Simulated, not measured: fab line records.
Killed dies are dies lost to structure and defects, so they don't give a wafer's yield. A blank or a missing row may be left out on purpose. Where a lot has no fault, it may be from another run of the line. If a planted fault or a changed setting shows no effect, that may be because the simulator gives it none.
fab line records	flow gf180mcu
record: lots: 6	wafers: 18	last-day: 34
route steps=602 shown V5@566 TOP_METAL@567
lots that met no fault: taken from a fault-free run of the same line
start-h: the number of hours between the record's first day and the start of the first shown wafer of the lot	wait-h: hours from the lot's prior step to this one	" unchanged from the row above	L1.1+2: a single row standing in for several wafers	- either no value or no given start	* or withheld: withheld	< > ~ a bound
route shown NAME@n: names a module that has steps shown in the file, with the first one's number in the route	usual: the fault-free wafers' mean and standard deviation	same: alike in all rows	chamber/n: place in a boat	sites: per-site readings	_std_site: their standard deviation	_edge_site: mean of outer sites minus mean of inner sites	radius-mm: how far each site lies from the wafer's centre	mask NAME#n: copy n	behind: tool/chamber where the wafer was last shaped	hold: why the lot was held/for how many hours/how that ended	device: the transistor (n, p or np) that didn't switch	end of line: at the end of the route, the tests of the same wafers	step lacking rows: just its recipe	killed: dies that structure and defects cost at the first sort, which is not the same as the wafer's yield	map: dies across one wafer; x = killed, . = not, _ = none there
set.NAME: the setting as run; set.NAME@STEP: as run at that earlier step	model.NAME: the simulator's own value behind a step, which no gauge read
certain route steps with their lots: each step a table, each wafer a row
services: a tool's chamber out of use, with start hour (start-h, from the record's first day; less than 0 if before it), hours out, and reason
== steps ==
step: GF_V5_CMP_26
recipe: stop-on: SiO2	down-force-psi: 3.5	platen-rpm: 60	t-overpolish-s: 15	target-thk-nm: 0	pad-velocity-m-s: 0.94248
usual: motor-current-A: 10.4/0.59	overpolish-run-s: 15.001/0.0096	slurry-filter-dp-kPa: 13.49/0.14	time-to-endpoint-s: 83/3.3
lot.wafer	tool	chamber	start-h	wait-h	motor-current-A	overpolish-run-s	slurry-filter-dp-kPa	time-to-endpoint-s
L535.2	cmp-01	3	629.33	0.1	9.6	15.014	13.39	85
L535.3	"	0	"	"	9.8	15.010	13.50	85
L535.6	"	2	"	"	10.9	14.988	13.35	88
L541.2	cmp-01	3	678.90	0.1	9.5	15.009	13.48	81
L541.3	"	0	"	"	9.6	15.002	13.60	83
L541.4	"	1	"	"	10.8	15.005	13.63	85
L543.1	cmp-02	2	688.50	0.1	10.2	14.988	13.79	80
L543.6	"	2	"	"	10.7	15.007	13.43	82
L543.5	"	3	"	"	11.2	14.992	13.44	88
L545.4	cmp-01	0	704.05	0.1	10.0	14.994	13.28	85
L545.3	"	1	"	"	10.0	14.999	13.21	90
L545.5	"	2	"	"	10.9	14.984	13.44	87
L548.2	cmp-02	0	723.76	0.1	10.4	15.018	13.52	79
L548.3	"	1	"	"	10.5	15.011	13.36	79
L548.6	"	0	"	"	10.1	15.003	13.48	83
L554.2	cmp-02	0	770.47	0.0	9.6	15.000	13.40	83
L554.3	"	2	"	"	10.9	14.998	13.59	79
L554.5	"	1	"	"	10.3	15.008	13.47	82
step: GF_TOP_METAL_SPUTTER_00
recipe: material: Ti	target-thk-nm: 37.5	arriving-ion-energy-ev: 80	substrate-temp-c: 200	chamber-pressure-pa: 2	power-w: 4000	time-s: 150
usual: throttle-valve-pct: 30.0/1.2
lot.wafer	tool	chamber	start-h	wait-h	throttle-valve-pct
L535.2	pvd-sputter-02	-	629.58	0.2	29.9
L535.3	"	-	"	"	30.9
L535.6	"	-	"	"	30.7
L541.2	pvd-sputter-02	-	679.15	0.2	31.1
L541.3	"	-	"	"	30.5
L541.4	"	-	"	"	29.9
L543.1	pvd-sputter-04	-	688.80	0.2	30.1
L543.5	"	-	"	"	30.1
L543.6	"	-	"	"	30.2
L545.3	pvd-sputter-04	-	704.25	0.1	30.3
L545.4	"	-	"	"	30.6
L545.5	"	-	"	"	30.1
L548.2	pvd-sputter-03	-	724.06	0.2	27.6
L548.3	"	-	"	"	31.9
L548.6	"	-	"	"	31.9
L554.2	pvd-sputter-02	-	770.77	0.2	30.9
L554.3	"	-	"	"	30.5
L554.5	"	-	"	"	30.1
step: GF_TOP_METAL_SPUTTER_01
recipe: material: TiN	target-thk-nm: 30	power-w: 6500	time-s: 25	chamber-pressure-pa: 0.4
step: GF_TOP_METAL_SPUTTER_02
recipe: material: AlCu	target-thk-nm: 900	power-w: 10600	chamber-pressure-pa: 0.3	substrate-temp-c: 250	gas: Ar	time-s: 47.82
usual: throttle-valve-pct: 30.0/1.2
lot.wafer	tool	chamber	start-h	wait-h	throttle-valve-pct
L535.2	pvd-sputter-02	-	629.71	0.0	29.9
L535.3	"	-	"	"	30.8
L535.6	"	-	"	"	30.8
L541.2	pvd-sputter-02	-	679.28	0.0	31.1
L541.3	"	-	"	"	30.4
L541.4	"	-	"	"	29.7
L543.1	pvd-sputter-04	-	688.93	0.0	30.5
L543.5	"	-	"	"	29.7
L543.6	"	-	"	"	30.5
L545.3	pvd-sputter-04	-	704.38	0.0	30.4
L545.4	"	-	"	"	30.5
L545.5	"	-	"	"	30.1
L548.2	pvd-sputter-03	-	724.19	0.0	27.6
L548.3	"	-	"	"	31.9
L548.6	"	-	"	"	32.0
L554.2	pvd-sputter-02	-	770.90	0.0	30.9
L554.3	"	-	"	"	31.0
L554.5	"	-	"	"	30.2
step: GF_TOP_METAL_SPUTTER_03
recipe: material: Ti	target-thk-nm: 5	substrate-temp-c: 300	chamber-pressure-pa: 0.3	power-w: 3000	time-s: 3.3
usual: throttle-valve-pct: 30.0/1.2
lot.wafer	tool	chamber	start-h	wait-h	throttle-valve-pct
L535.2	pvd-sputter-02	-	629.75	0.0	29.8
L535.3	"	-	"	"	30.9
L535.6	"	-	"	"	30.9
L541.2	pvd-sputter-02	-	679.32	0.0	31.0
L541.3	"	-	"	"	30.7
L541.4	"	-	"	"	30.3
L543.1	pvd-sputter-04	-	688.98	0.0	30.1
L543.5	"	-	"	"	29.6
L543.6	"	-	"	"	30.5
L545.3	pvd-sputter-04	-	704.42	0.0	30.2
L545.4	"	-	"	"	30.8
L545.5	"	-	"	"	30.3
L548.2	pvd-sputter-03	-	724.23	0.0	27.4
L548.3	"	-	"	"	31.9
L548.6	"	-	"	"	31.8
L554.2	pvd-sputter-02	-	770.94	0.0	30.9
L554.3	"	-	"	"	30.9
L554.5	"	-	"	"	30.1
step: GF_TOP_METAL_SPUTTER_04
recipe: material: TiN	target-thk-nm: 25	power-w: 6500	time-s: 20.8	chamber-pressure-pa: 0.4
step: GF_TOP_METAL_RS_MEAS_05
recipe: thk-meas-gauge: four-point-probe	reads: TiN_of_TOP_METAL_SPUTTER_04+Ti_of_TOP_METAL_SPUTTER_03+AlCu_of_TOP_METAL_SPUTTER_02+TiN_of_TOP_METAL_SPUTTER_01+Ti_of_TOP_METAL_SPUTTER_00
usual: TOP_METAL_ALCU_RS: 0.0327/0.00039
lot.wafer	tool	chamber	start-h	wait-h	TOP_METAL_ALCU_RS[ohm/sq]
L535.2	film-metro-01	-	629.82	0.0	0.0322
L535.3	"	-	"	"	0.0317
L535.6	"	-	"	"	0.0323
L541.2	film-metro-02	-	679.39	0.0	0.0325
L541.3	"	-	"	"	0.0328
L541.4	"	-	"	"	0.0326
L543.1	film-metro-02	-	689.02	0.0	0.0334
L543.5	"	-	"	"	0.0331
L543.6	"	-	"	"	0.0334
L545.3	film-metro-02	-	704.51	0.1	0.0332
L545.4	"	-	"	"	0.0329
L545.5	"	-	"	"	0.0332
L548.2	film-metro-01	-	724.30	0.0	0.0329
L548.3	"	-	"	"	0.0320
L548.6	"	-	"	"	0.0325
L554.2	film-metro-02	-	771.01	0.0	0.0329
L554.3	"	-	"	"	0.0325
L554.5	"	-	"	"	0.0327
step: GF_TOP_METAL_THK_MEAS_06
recipe: thk-meas-gauge: xrf	reads: AlCu_of_TOP_METAL_SPUTTER_02
usual: TOP_METAL_ALCU_THK: 924/12
lot.wafer	tool	chamber	start-h	wait-h	TOP_METAL_ALCU_THK[nm]
L535.2	film-metro-01	-	629.93	0.1	937
L535.3	"	-	"	"	957
L535.6	"	-	"	"	939
L541.2	film-metro-02	-	679.50	0.1	932
L541.3	"	-	"	"	925
L541.4	"	-	"	"	929
L543.1	film-metro-02	-	689.14	0.1	908
L543.5	"	-	"	"	913
L543.6	"	-	"	"	912
L545.3	film-metro-02	-	704.61	0.1	906
L545.4	"	-	"	"	915
L545.5	"	-	"	"	907
L548.2	film-metro-01	-	724.41	0.1	923
L548.3	"	-	"	"	942
L548.6	"	-	"	"	932
L554.2	film-metro-02	-	771.12	0.1	910
L554.3	"	-	"	"	922
L554.5	"	-	"	"	920
step: GF_TOP_METAL_DEHYDRATE_07
recipe: temp-c: 200	time-s: 60
step: GF_TOP_METAL_HMDS_08
recipe: prime-time-s: 60	prime-temp-c: 120
step: GF_TOP_METAL_COAT_09
recipe: resist: NOVOLAK	spin-rpm: 3000	resist-thk-nm: 1500
step: GF_TOP_METAL_SOFTBAKE_10
recipe: temp-c: 90	time-s: 60	resist: NOVOLAK
step: GF_TOP_METAL_EXPOSE_11
recipe: mask-id: MetalTop	target-cd-nm: 440	na: 0.6	source-shape: conventional	sigma-outer: 0.6	dose-mj: 170
same: na: 0.6
lot.wafer	tool	chamber	start-h	wait-h	mask
L535.2+3+6	iline-stepper-01	0	640.26	-	MetalTop#0
L541.2+3+4	iline-stepper-02	0	689.03	-	MetalTop#0
L543.1+5+6	iline-stepper-02	0	699.04	-	MetalTop#0
L545.3+4+5	iline-stepper-02	0	713.72	-	MetalTop#0
L548.2+3+6	iline-stepper-01	0	733.06	-	MetalTop#0
L554.2+3+5	iline-stepper-01	0	779.16	-	MetalTop#0
step: GF_TOP_METAL_PEB_12
recipe: temp-c: withheld	time-s: *	resist: NOVOLAK
step: GF_TOP_METAL_DEVELOP_13
recipe: develop-time-s: 58.92	dev-temp-c: 23
lot.wafer	tool	chamber	start-h	wait-h	model.TOP_METAL.cd-nm
L535.2	litho-track-01	0	648.84	0.1	441.3
L535.3	"	0	"	"	440.6
L535.6	"	0	"	"	441.7
L541.2	litho-track-01	0	698.19	0.1	437.9
L541.3	"	0	"	"	439.8
L541.4	"	0	"	"	439.4
L543.1	litho-track-03	0	707.51	0.1	313.4
L543.5	"	0	"	"	313.6
L543.6	"	0	"	"	442.1
L545.3	litho-track-01	0	722.77	0.1	443.2
L545.4	"	0	"	"	317.7
L545.5	"	0	"	"	319.3
L548.2	litho-track-01	0	741.39	0.1	442.3
L548.3	"	0	"	"	442.7
L548.6	"	0	"	"	441.1
L554.2	litho-track-01	0	786.29	0.1	439.7
L554.3	"	0	"	"	437.9
L554.5	"	0	"	"	438.2
step: GF_TOP_METAL_CD_MEAS_14
recipe: target-cd-nm: 440
usual: cd-nm: 440.8/2.3
lot.wafer	tool	chamber	start-h	wait-h	cd-nm
L535.2	cd-sem-01	-	648.99	0.1	441.4
L535.3	"	-	"	"	440.5
L535.6	"	-	"	"	441.6
L541.2	cd-sem-01	-	698.34	0.1	437.8
L541.3	"	-	"	"	439.7
L541.4	"	-	"	"	439.7
L543.1	cd-sem-01	-	707.66	0.1	313.3
L543.5	"	-	"	"	313.5
L543.6	"	-	"	"	442.4
L545.3	cd-sem-01	-	722.91	0.1	443.3
L545.4	"	-	"	"	317.3
L545.5	"	-	"	"	319.6
L548.2	cd-sem-02	-	741.54	0.1	442.4
L548.3	"	-	"	"	443.0
L548.6	"	-	"	"	441.2
L554.2	cd-sem-01	-	786.44	0.1	439.7
L554.3	"	-	"	"	437.9
L554.5	"	-	"	"	438.5
step: GF_TOP_METAL_OVL_MEAS_15
usual: TOP_METAL_OVL: 0.7/1.4
lot.wafer	tool	chamber	start-h	wait-h	TOP_METAL_OVL[nm]
L535.2	overlay-02	-	649.09	0.1	-0.7
L535.3	"	-	"	"	1.4
L535.6	"	-	"	"	-0.9
L541.2	overlay-01	-	698.44	0.1	2.3
L541.3	"	-	"	"	1.0
L541.4	"	-	"	"	1.3
L543.1	overlay-02	-	707.78	0.1	0.7
L543.5	"	-	"	"	1.3
L543.6	"	-	"	"	1.1
L545.3	overlay-02	-	723.00	0.1	-0.2
L545.4	"	-	"	"	-0.7
L545.5	"	-	"	"	-0.3
L548.2	overlay-02	-	741.64	0.1	0.1
L548.3	"	-	"	"	1.0
L548.6	"	-	"	"	0.3
L554.2	overlay-01	-	786.54	0.1	-1.9
L554.3	"	-	"	"	-1.8
L554.5	"	-	"	"	-1.3
step: GF_TOP_METAL_METAL_ETCH_16
recipe: chemistry: Cl2/BCl3	mask-material: NOVOLAK	target-depth-nm: 1077.5	stop-on: SiO2	pressure-mtorr: 8	icp-w: 800	bias-w: 140	Cl2_flow_sccm: 80	bcl3-flow-sccm: 40	time-s: 179.6
usual: bcl3-flow-sccm: 40.00/0.12	drypump-motor-current-A: 5.40/0.22	oes-product-au: 0.966/0.007	throttle-valve-pct: 28.258/0.011
lot.wafer	tool	chamber	start-h	wait-h	bcl3-flow-sccm	drypump-motor-current-A	oes-product-au	rf-hours-counter-h	throttle-valve-pct	model.TOP_METAL.cd-nm
L535.2	rie-metal-01	1	649.12	0.0	40.09	5.50	0.977	0	28.241	443.6
L535.3	"	0	"	"	39.99	5.48	0.979	-	28.237	445.5
L535.6	"	0	"	"	39.99	5.48	0.972	-	28.250	447.5
L541.2	rie-metal-03	1	698.47	0.0	39.81	5.13	0.972	12	28.253	436.5
L541.3	"	1	"	"	39.89	5.12	0.965	-	28.259	435.7
L541.4	"	0	"	"	40.07	5.77	0.965	-	28.244	439.1
L543.1	rie-metal-01	0	707.81	0.0	40.05	5.51	0.950	8	28.276	316.3
L543.5	"	0	"	"	40.08	5.47	0.958	-	28.266	316.5
L543.6	"	1	"	"	40.06	5.53	0.966	-	28.287	445.5
L545.3	rie-metal-04	1	723.08	0.1	39.91	5.44	0.962	-	28.263	436.3
L545.4	"	0	"	"	39.77	5.07	0.964	-	28.257	324.9
L545.5	"	1	"	"	39.98	5.46	0.957	-	28.262	313.5
L548.2	rie-metal-04	1	741.67	0.0	40.03	5.44	0.961	3	28.257	438.3
L548.3	"	0	"	"	39.92	5.06	0.977	-	28.247	447
L548.6	"	0	"	"	40.03	5.06	0.974	-	28.259	443.4
L554.2	rie-metal-04	1	786.57	0.0	39.94	5.45	0.959	5	28.258	446.7
L554.3	"	0	"	"	40.08	5.05	0.969	-	28.263	453.1
L554.5	"	0	"	"	39.89	5.08	0.968	-	28.255	450.7
step: GF_TOP_METAL_STRIP_17
recipe: chemistry: O2/N2	power-w: 1400	pressure-mtorr: 1500	platen-temp-c: 250	o2-flow-sccm: 3000	n2-flow-sccm: 300	overash-fraction: 0.5
usual: drypump-motor-current-A: 6.0/0.51	heater-power-w: 350/27	oes-product-au: 0.711/0.0048	strip-time-to-endpoint-s: 13.55/0.069
same: overash-fraction: 0.5
lot.wafer	tool	chamber	start-h	wait-h	drypump-motor-current-A	heater-power-w	oes-product-au	rf-hours-counter-h	strip-time-to-endpoint-s
L535.2	plasma-asher-02	1	649.30	0.1	5.9	401	0.713	24	13.49
L535.3	"	0	"	"	5.0	339	0.714	-	13.52
L535.6	"	1	"	"	5.9	404	0.710	-	13.51
L541.2	plasma-asher-04	0	698.65	0.1	6.2	326	0.716	112	13.48
L541.3	"	0	"	"	6.3	325	0.700	-	13.50
L541.4	"	1	"	"	6.4	347	0.713	-	13.51
L543.1	plasma-asher-02	1	707.99	0.1	5.9	399	0.698	31	13.56
L543.5	"	0	"	"	5.0	344	0.719	-	13.64
L543.6	"	1	"	"	5.9	400	0.715	-	13.56
L545.3	plasma-asher-04	0	723.23	0.1	6.2	321	0.709	-	13.50
L545.4	"	1	"	"	6.3	343	0.707	-	13.40
L545.5	"	1	"	"	6.4	343	0.713	-	13.53
L548.2	plasma-asher-02	0	741.85	0.1	5.0	348	0.710	35	13.69
L548.3	"	1	"	"	5.9	397	0.712	-	13.60
L548.6	"	1	"	"	5.9	401	0.710	-	13.56
L554.2	plasma-asher-02	1	786.75	0.1	5.9	395	0.707	40	13.62
L554.3	"	0	"	"	5.0	340	0.713	-	13.48
L554.5	"	1	"	"	5.9	400	0.711	-	13.52
== services ==
tool	chamber	start-h	hours	kind
cmp-01	-	609.72	3.2	repair
pvd-sputter-03	-	633.66	1.8	repair
cmp-02	-	634.82	4.8	repair
rie-metal-04	1	638.73	4.8	repair
cmp-02	-	655.55	1.2	repair
cmp-02	-	656.87	8.8	pm
pvd-sputter-02	-	664.62	0.8	repair
pvd-sputter-03	-	665.61	1.4	repair
cmp-02	-	665.70	9.4	pm
iline-stepper-02	-	670.07	5.2	repair
iline-stepper-01	-	675.24	1.7	pm
pvd-sputter-04	-	677.23	2.5	repair
pvd-sputter-04	-	680.46	2.8	repair
iline-stepper-02	-	692.56	2.6	repair
iline-stepper-02	-	708.10	1.7	pm
cmp-01	-	721.89	2.5	repair
plasma-asher-02	-	727.13	0.4	repair
cmp-02	-	733.38	1.0	repair
iline-stepper-02	-	744.42	2.1	pm
cmp-02	-	744.53	4.0	pm
cmp-02	-	747.69	0.6	repair
cmp-01	-	749.47	5.1	pm
cmp-01	-	755.07	0.8	repair
pvd-sputter-04	-	766.12	3.1	repair
== key ==
first-sign: step: GF_TOP_METAL_CD_MEAS_14	reading: cd-nm	direction: down	sigmas: 54	usual: 440.8	struck: 315.9
effect none on later readings
model-effect: step: GF_TOP_METAL_DEVELOP_13	value: TOP_METAL.cd-nm	without: 441.1	struck: 316
model-effect: step: GF_TOP_METAL_METAL_ETCH_16	value: TOP_METAL.cd-nm	without: 442.9	struck: 317.8
met-at GF_TOP_METAL_EXPOSE_11
struck-wafers L543.1,L543.5,L545.4,L545.5
later-rows-left-out L543.1,L543.5,L545.4,L545.5
sort-left-out L543.1,L543.5,L545.4,L545.5
onset-between 689.03 699.04
fault: kind: process-parameter-drift	tool: iline-stepper-02	chamber: -	onset-h: 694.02	steps: GF_TOP_METAL_EXPOSE_11	channel: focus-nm	offset: 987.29	shape: step	end-h: 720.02	scope: struck-wafers-only
sort-left-out: the simulated sort isn't trusted on such a fault, so these wafers' sort isn't shown, and their yield isn't known
later-rows-left-out: the simulator's readings of these wafers behind a module that went badly wrong aren't trusted and aren't shown, but for the sort
